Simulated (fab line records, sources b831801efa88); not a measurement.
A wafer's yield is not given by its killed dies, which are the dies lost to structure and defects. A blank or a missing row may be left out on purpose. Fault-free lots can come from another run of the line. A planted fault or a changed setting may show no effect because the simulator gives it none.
fab line records -- flow gf180mcu
record: lots: 6, wafers: 18, last-day: 34
route steps=602 shown V5@551
lots that met no fault: from a run of the same line without faults
start-h: hours from the record's opening day to when the first of the lot's shown wafers began -- wait-h: hours elapsed since this lot's preceding step -- " same as the row above -- L1.1+2: a single row standing in for several wafers -- - either no value or no given start -- * or withheld: withheld -- < > ~ a bound
route shown NAME@n: names a module that has steps shown in the file, with the first one's number in the route -- usual: mean/standard deviation of fault-free wafers -- same: alike in all rows -- chamber/n: place in a boat -- sites: readings site by site -- _std_site: the standard deviation of these -- _edge_site: mean of outer sites minus mean of inner sites -- radius-mm: for every site, how far away it sits from the centre of the wafer -- mask NAME#n: copy n -- behind: the tool/chamber that last shaped the wafer -- hold: cause of the lot's hold/its duration in hours/its outcome -- device: which transistor (n, p or np) failed to switch -- end of line: tests run on the same wafers once the route is complete -- for a step that has no rows: nothing shown but its recipe -- killed: at the first sort, the dies lost to defects and structure; wafer yield is something else -- map: per-die view of a wafer (x killed, . not killed, _ where there is no die)
set.NAME: the run value of the setting; set.NAME@STEP: its run value at that earlier step -- model.NAME: the simulator's own value behind a step, which no gauge read
lots at selected steps of the route; one table per step, one row per wafer
services: a tool's chamber out of use, with start hour (start-h, from the record's first day; less than 0 if before it), hours out, and reason
== steps ==
step: GF_V5_EXPOSE_11
recipe: mask-id: Via5, target-cd-nm: 260, na: 0.68, source-shape: conventional, sigma-outer: 0.6, dose-mj: 38
step: GF_V5_PEB_12
recipe: peb-temp-c: 135, peb-time-s: 90, resist: KrF
step: GF_V5_DEVELOP_13
recipe: develop-time-s: 60, resist: KrF, dev-temp-c: 21
step: GF_V5_CD_MEAS_14
recipe: target-cd-nm: 260
usual: cd-nm: 260.2/1.3
lot.wafer,tool,chamber,start-h,wait-h,cd-nm
L556.2,cd-sem-02,-,636.07,0.1,260.6
L556.4,cd-sem-02,-,636.07,0.1,259.3
L556.5,cd-sem-02,-,636.07,0.1,259.7
L557.3,cd-sem-01,-,646.44,0.1,259.3
L557.4,cd-sem-01,-,646.44,0.1,258.6
L557.6,cd-sem-01,-,646.44,0.1,260.1
L564.1,cd-sem-02,-,696.43,0.1,259.6
L564.3,cd-sem-02,-,696.43,0.1,259.5
L564.4,cd-sem-02,-,696.43,0.1,260.9
L565.3,cd-sem-01,-,699.54,0.1,258.9
L565.4,cd-sem-01,-,699.54,0.1,259.0
L565.6,cd-sem-01,-,699.54,0.1,258.6
L574.3,cd-sem-01,-,758.87,0.1,260.7
L574.4,cd-sem-01,-,758.87,0.1,259.6
L574.6,cd-sem-01,-,758.87,0.1,261.7
L578.1,cd-sem-01,-,779.70,0.1,258.1
L578.3,cd-sem-01,-,779.70,0.1,258.7
L578.6,cd-sem-01,-,779.70,0.1,259.2
step: GF_V5_OVL_MEAS_15
usual: V5_OVL: -5/5.6
lot.wafer,tool,chamber,start-h,wait-h,V5_OVL[nm]
L556.2,overlay-02,-,636.17,0.1,-6
L556.4,overlay-02,-,636.17,0.1,-5
L556.5,overlay-02,-,636.17,0.1,-9
L557.3,overlay-01,-,646.53,0.1,-4
L557.4,overlay-01,-,646.53,0.1,-3
L557.6,overlay-01,-,646.53,0.1,-9
L564.1,overlay-02,-,696.55,0.1,8
L564.3,overlay-02,-,696.55,0.1,-2
L564.4,overlay-02,-,696.55,0.1,-10
L565.3,overlay-01,-,699.63,0.1,2
L565.4,overlay-01,-,699.63,0.1,-10
L565.6,overlay-01,-,699.63,0.1,-5
L574.3,overlay-01,-,758.97,0.1,-11
L574.4,overlay-01,-,758.97,0.1,-3
L574.6,overlay-01,-,758.97,0.1,-6
L578.1,overlay-01,-,779.82,0.1,-9
L578.3,overlay-01,-,779.82,0.1,-5
L578.6,overlay-01,-,779.82,0.1,5
step: GF_V5_ETCH_16
recipe: chemistry: N2/H2, target-depth-a: withheld, overetch-a: withheld, time-s: withheld, target: BARC, ion-energy-ev: 200, source-w: 500, bias-w: 100, pressure-mtorr: 30, n2-flow-sccm: 100, h2-flow-sccm: 200
usual: drypump-motor-current-A: 5.60/0.29, oes-product-au: 0.854/0.0047, throttle-valve-pct: 13.225/0.0098
lot.wafer,tool,chamber,start-h,wait-h,drypump-motor-current-A,oes-product-au,throttle-valve-pct
L556.2,rie-diel-01,2,636.20,0.0,5.52,0.852,13.230
L556.4,rie-diel-01,0,636.20,0.0,5.04,0.857,13.222
L556.5,rie-diel-01,2,636.20,0.0,5.49,0.856,13.231
L557.3,rie-diel-03,2,646.56,0.0,5.62,0.855,13.233
L557.4,rie-diel-03,1,646.56,0.0,5.67,0.868,13.221
L557.6,rie-diel-03,2,646.56,0.0,5.64,0.852,13.221
L564.1,rie-diel-01,1,696.59,0.0,5.63,0.849,13.231
L564.3,rie-diel-01,0,696.59,0.0,5.00,0.851,13.222
L564.4,rie-diel-01,2,696.59,0.0,5.51,0.859,13.223
L565.3,rie-diel-04,0,699.66,0.0,5.27,0.853,13.218
L565.4,rie-diel-04,1,699.66,0.0,5.46,0.853,13.209
L565.6,rie-diel-04,1,699.66,0.0,5.45,0.851,13.234
L574.3,rie-diel-04,0,758.99,0.0,5.28,0.859,13.218
L574.4,rie-diel-04,3,758.99,0.0,5.53,0.851,13.210
L574.6,rie-diel-04,3,758.99,0.0,5.53,0.862,13.234
L578.1,rie-diel-01,2,779.86,0.0,5.52,0.849,13.232
L578.3,rie-diel-01,0,779.86,0.0,4.94,0.848,13.227
L578.6,rie-diel-01,3,779.86,0.0,6.10,0.858,13.221
step: GF_V5_ETCH_17
recipe: chemistry: C4F8/O2/Ar, mask-material: KrF, target: SiO2, stop-on: TiN, source-w: 1500, bias-w: 1200, pressure-mtorr: 40, c4f8-flow-sccm: withheld, O2_flow_sccm: 6, Ar_flow_sccm: 300, time-s: withheld, target-depth-a: 8550
usual: oes-product-au: 0.859/0.0046
lot.wafer,tool,chamber,start-h,wait-h,oes-product-au
L556.2,rie-diel-01,2,-,-,0.863
L556.4,rie-diel-01,0,-,-,0.858
L556.5,rie-diel-01,2,-,-,0.859
L557.3,rie-diel-03,2,-,-,0.859
L557.4,rie-diel-03,1,-,-,0.863
L557.6,rie-diel-03,2,-,-,0.861
L564.1,rie-diel-01,1,-,-,0.859
L564.3,rie-diel-01,0,-,-,0.858
L564.4,rie-diel-01,2,-,-,0.865
L565.3,rie-diel-04,0,-,-,0.851
L565.4,rie-diel-04,1,-,-,0.863
L565.6,rie-diel-04,1,-,-,0.854
L574.3,rie-diel-04,0,-,-,0.857
L574.4,rie-diel-04,3,-,-,0.860
L574.6,rie-diel-04,3,-,-,0.865
L578.1,rie-diel-01,2,-,-,0.854
L578.3,rie-diel-01,0,-,-,0.854
L578.6,rie-diel-01,3,-,-,0.866
step: GF_V5_STRIP_18
recipe: chemistry: O2/N2, power-w: 1400, pressure-mtorr: 1500, platen-temp-c: 250, o2-flow-sccm: 3000, n2-flow-sccm: 300, overash-fraction: 0.5
usual: drypump-motor-current-A: 5.78/0.16, heater-power-w: 324/18, o2-flow-sccm: 3000/8.3, oes-product-au: 0.569/0.005
lot.wafer,tool,chamber,start-h,wait-h,drypump-motor-current-A,heater-power-w,o2-flow-sccm,oes-product-au,rf-hours-counter-h
L556.2,plasma-asher-02,1,636.36,-,5.60,339,2992,0.564,83
L556.4,plasma-asher-02,1,636.36,-,5.61,339,2993,0.570,-
L556.5,plasma-asher-02,0,636.36,-,5.63,335,2992,0.575,-
L557.3,plasma-asher-03,1,646.74,-,5.80,315,2997,0.567,-
L557.4,plasma-asher-03,0,646.74,-,6.02,320,2992,0.570,-
L557.6,plasma-asher-03,0,646.74,-,6.03,321,2990,0.564,-
L564.1,plasma-asher-02,0,696.74,-,5.64,342,3008,0.572,89
L564.3,plasma-asher-02,1,696.74,-,5.59,338,2989,0.561,-
L564.4,plasma-asher-02,0,696.74,-,5.64,345,3022,0.578,-
L565.3,plasma-asher-03,0,699.84,-,6.03,324,3003,0.571,-
L565.4,plasma-asher-03,1,699.84,-,5.81,309,3004,0.573,-
L565.6,plasma-asher-03,0,699.84,-,6.02,318,3009,0.567,-
L574.3,plasma-asher-03,0,759.18,-,6.00,311,3001,0.564,-
L574.4,plasma-asher-03,1,759.18,-,5.78,309,2995,0.566,-
L574.6,plasma-asher-03,0,759.18,-,6.00,312,2997,0.567,-
L578.1,plasma-asher-01,0,780.01,-,5.96,292,2994,0.569,4
L578.3,plasma-asher-01,1,780.01,-,5.86,323,2998,0.565,-
L578.6,plasma-asher-01,0,780.01,-,5.97,298,3011,0.569,-
step: GF_V5_STRIP_19
recipe: chemistry: post-etch-residue-remover, time-s: 1200, temp-c: 72.5
step: GF_V5_CLEAN_20
recipe: chemistry: DIW, dry: n2-spin
step: GF_V5_SPUTTER_21
recipe: material: Ti, target-thk-nm: 15, chamber-pressure-pa: 5, power-w: 2500, substrate-temp-c: 200, time-s: 80.02
step: GF_V5_SPUTTER_22
recipe: material: TiN, target-thk-nm: 10, chamber-pressure-pa: 5, power-w: 4000, time-s: 40
usual: throttle-valve-pct: 30.4/0.87
lot.wafer,tool,chamber,start-h,wait-h,throttle-valve-pct
L556.2,pvd-sputter-03,-,637.30,0.0,30.7
L556.4,pvd-sputter-03,-,637.30,0.0,30.0
L556.5,pvd-sputter-03,-,637.30,0.0,29.9
L557.3,pvd-sputter-03,-,647.71,0.0,31.2
L557.4,pvd-sputter-03,-,647.71,0.0,30.4
L557.6,pvd-sputter-03,-,647.71,0.0,30.9
L564.1,pvd-sputter-02,-,697.35,0.0,29.1
L564.3,pvd-sputter-02,-,697.35,0.0,30.9
L564.4,pvd-sputter-02,-,697.35,0.0,31.2
L565.3,pvd-sputter-02,-,700.42,0.0,31.2
L565.4,pvd-sputter-02,-,700.42,0.0,31.6
L565.6,pvd-sputter-02,-,700.42,0.0,31.3
L574.3,pvd-sputter-04,-,759.74,0.0,31.9
L574.4,pvd-sputter-04,-,759.74,0.0,30.0
L574.6,pvd-sputter-04,-,759.74,0.0,31.8
L578.1,pvd-sputter-04,-,780.60,0.0,30.0
L578.3,pvd-sputter-04,-,780.60,0.0,30.4
L578.6,pvd-sputter-04,-,780.60,0.0,30.3
step: GF_V5_CVD_23
recipe: material: W, target-thk-nm: 350, time-s: 104.9, temp-c: 400, pressure-torr: 40
usual: chamber-pressure-Torr: 40.01/0.089, heater-power-w: 875/64
lot.wafer,tool,chamber,start-h,wait-h,chamber-pressure-Torr,heater-power-w,model.W_of_V5_CVD_23.thk-nm
L556.2,cvd-w-01,1,637.34,0.0,40.03,804,351.1
L556.4,cvd-w-01,1,637.34,0.0,39.86,815,345.5
L556.5,cvd-w-01,1,637.34,0.0,39.91,799,349.1
L557.3,cvd-w-01,1,647.78,0.1,40.05,816,346.2
L557.4,cvd-w-01,0,647.78,0.1,39.95,889,347.8
L557.6,cvd-w-01,0,647.78,0.1,40.06,876,344.7
L564.1,cvd-w-01,0,697.39,0.0,40.07,859,351.7
L564.3,cvd-w-01,0,697.39,0.0,39.95,882,352.6
L564.4,cvd-w-01,1,697.39,0.0,34.53,825,327
L565.3,cvd-w-01,0,700.50,0.1,40.08,888,351.9
L565.4,cvd-w-01,1,700.50,0.1,34.69,815,324
L565.6,cvd-w-01,1,700.50,0.1,34.58,807,322
L574.3,cvd-w-01,0,759.81,0.1,40.03,888,347.7
L574.4,cvd-w-01,1,759.81,0.1,40.08,784,349.6
L574.6,cvd-w-01,1,759.81,0.1,40.10,802,346.6
L578.1,cvd-w-01,0,780.64,0.0,40.01,910,346.7
L578.3,cvd-w-01,0,780.64,0.0,40.02,868,350.8
L578.6,cvd-w-01,1,780.64,0.0,40.10,813,350.4
step: GF_V5_RS_MEAS_24
recipe: thk-meas-gauge: four-point-probe, reads: W_of_V5_CVD_23+TiN_of_V5_SPUTTER_22+Ti_of_V5_SPUTTER_21
usual: V5_W_RS: 0.3285/0.0028
lot.wafer,tool,chamber,start-h,wait-h,V5_W_RS[ohm/sq]
L556.2,film-metro-02,-,637.47,0.1,0.3254
L556.4,film-metro-02,-,637.47,0.1,0.3317
L556.5,film-metro-02,-,637.47,0.1,0.3285
L557.3,film-metro-02,-,647.90,0.1,0.3311
L557.4,film-metro-02,-,647.90,0.1,0.3298
L557.6,film-metro-02,-,647.90,0.1,0.3320
L564.1,film-metro-02,-,697.50,0.1,0.3254
L564.3,film-metro-02,-,697.50,0.1,0.3247
L564.4,film-metro-02,-,697.50,0.1,0.3501
L565.3,film-metro-01,-,700.61,0.1,0.3257
L565.4,film-metro-01,-,700.61,0.1,0.3531
L565.6,film-metro-01,-,700.61,0.1,0.3562
L574.3,film-metro-03,-,759.93,0.1,0.3296
L574.4,film-metro-03,-,759.93,0.1,0.3275
L574.6,film-metro-03,-,759.93,0.1,0.3311
L578.1,film-metro-02,-,780.75,0.1,0.3303
L578.3,film-metro-02,-,780.75,0.1,0.3265
L578.6,film-metro-02,-,780.75,0.1,0.3269
step: GF_V5_THK_MEAS_25
recipe: thk-meas-gauge: xrf, reads: W_of_V5_CVD_23
usual: V5_W_THK: 337.5/2.7
lot.wafer,tool,chamber,start-h,wait-h,V5_W_THK[nm]
L556.2,film-metro-02,-,637.58,0.1,339.5
L556.4,film-metro-02,-,637.58,0.1,335.2
L556.5,film-metro-02,-,637.58,0.1,337.5
L557.3,film-metro-02,-,648.00,0.1,338.7
L557.4,film-metro-02,-,648.00,0.1,340.8
L557.6,film-metro-02,-,648.00,0.1,338.9
L564.1,film-metro-02,-,697.62,0.1,336.9
L564.3,film-metro-02,-,697.62,0.1,338.6
L564.4,film-metro-02,-,697.62,0.1,316.4
L565.3,film-metro-01,-,700.71,0.1,338.3
L565.4,film-metro-01,-,700.71,0.1,312.5
L565.6,film-metro-01,-,700.71,0.1,311.1
L574.3,film-metro-03,-,760.03,0.1,336.0
L574.4,film-metro-03,-,760.03,0.1,337.8
L574.6,film-metro-03,-,760.03,0.1,335.1
L578.1,film-metro-02,-,780.87,0.1,334.1
L578.3,film-metro-02,-,780.87,0.1,338.7
L578.6,film-metro-02,-,780.87,0.1,338.1
step: GF_V5_CMP_26
recipe: stop-on: SiO2, down-force-psi: 3.5, platen-rpm: 60, t-overpolish-s: 15, target-thk-nm: 0, pad-velocity-m-s: 0.94248
usual: motor-current-A: 11.1/1.2
lot.wafer,tool,chamber,start-h,wait-h,motor-current-A
L556.4,cmp-01,0,637.63,0.0,10.0
L556.2,cmp-01,3,637.63,0.0,12.3
L556.5,cmp-01,0,637.63,0.0,9.6
L557.3,cmp-02,0,648.04,0.0,11.3
L557.4,cmp-02,3,648.04,0.0,12.7
L557.6,cmp-02,0,648.04,0.0,11.2
L564.1,cmp-01,0,697.94,0.3,9.9
L564.4,cmp-01,1,697.94,0.3,13.1
L564.3,cmp-01,2,697.94,0.3,9.9
L565.3,cmp-01,0,700.85,0.1,10.1
L565.4,cmp-01,1,700.85,0.1,12.5
L565.6,cmp-01,3,700.85,0.1,12.0
L574.3,cmp-02,1,760.17,0.1,10.3
L574.4,cmp-02,2,760.17,0.1,10.3
L574.6,cmp-02,3,760.17,0.1,12.2
L578.3,cmp-02,0,780.93,0.0,11.6
L578.1,cmp-02,1,780.93,0.0,10.5
L578.6,cmp-02,0,780.93,0.0,12.0
== services ==
tool,chamber,start-h,hours,kind
rie-diel-03,-,623.72,0.2,repair
cmp-02,-,632.90,7.9,pm
cmp-01,-,640.96,4.9,pm
plasma-asher-03,-,642.83,2.8,pm
rie-diel-01,1,660.52,4.0,repair
rie-diel-03,-,660.66,15.6,pm
pvd-sputter-03,-,665.04,21.5,repair
pvd-sputter-04,-,677.16,4.4,repair
cmp-02,-,678.06,3.2,repair
rie-diel-04,-,682.16,1.1,repair
cvd-w-01,-,683.13,6.9,pm
pvd-sputter-04,-,689.18,13.8,repair
rie-diel-01,3,690.21,3.9,repair
rie-diel-04,0,691.18,3.6,repair
cmp-01,-,693.91,2.3,repair
rie-diel-01,3,709.52,15.3,repair
rie-diel-04,3,716.15,4.0,repair
rie-diel-01,0,725.22,5.9,repair
pvd-sputter-02,-,739.80,5.1,repair
plasma-asher-03,-,740.50,2.3,repair
cmp-01,-,744.18,4.0,pm
cmp-01,-,761.71,2.3,repair
plasma-asher-03,-,768.73,1.2,repair
cmp-01,-,779.28,1.2,repair
== key ==
first-sign: step: GF_V5_CVD_23, reading: chamber-pressure-Torr, direction: down, sigmas: 61, usual: 40.01, struck: 34.60
effect: step: GF_V5_RS_MEAS_24, reading: V5_W_RS, direction: up, sigmas: 8.9, usual: 0.3285, struck: 0.3531
effect: step: GF_V5_THK_MEAS_25, reading: V5_W_THK, direction: down, sigmas: 8.8, usual: 337.5, struck: 313.4
model-effect: step: GF_V5_CVD_23, value: W_of_V5_CVD_23.thk-nm, without: 349.6, struck: 324.3
met-at GF_V5_CVD_23
struck-wafers L564.4,L565.4,L565.6
onset-between 647.78 697.39
fault: kind: process-parameter-drift, tool: cvd-w-01, chamber: 1, onset-h: 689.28, steps: GF_V5_CVD_23, channel: pressure-torr, offset: -5.4995, shape: step, end-h: 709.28, acts-in: these-recipes-only, stated: 40
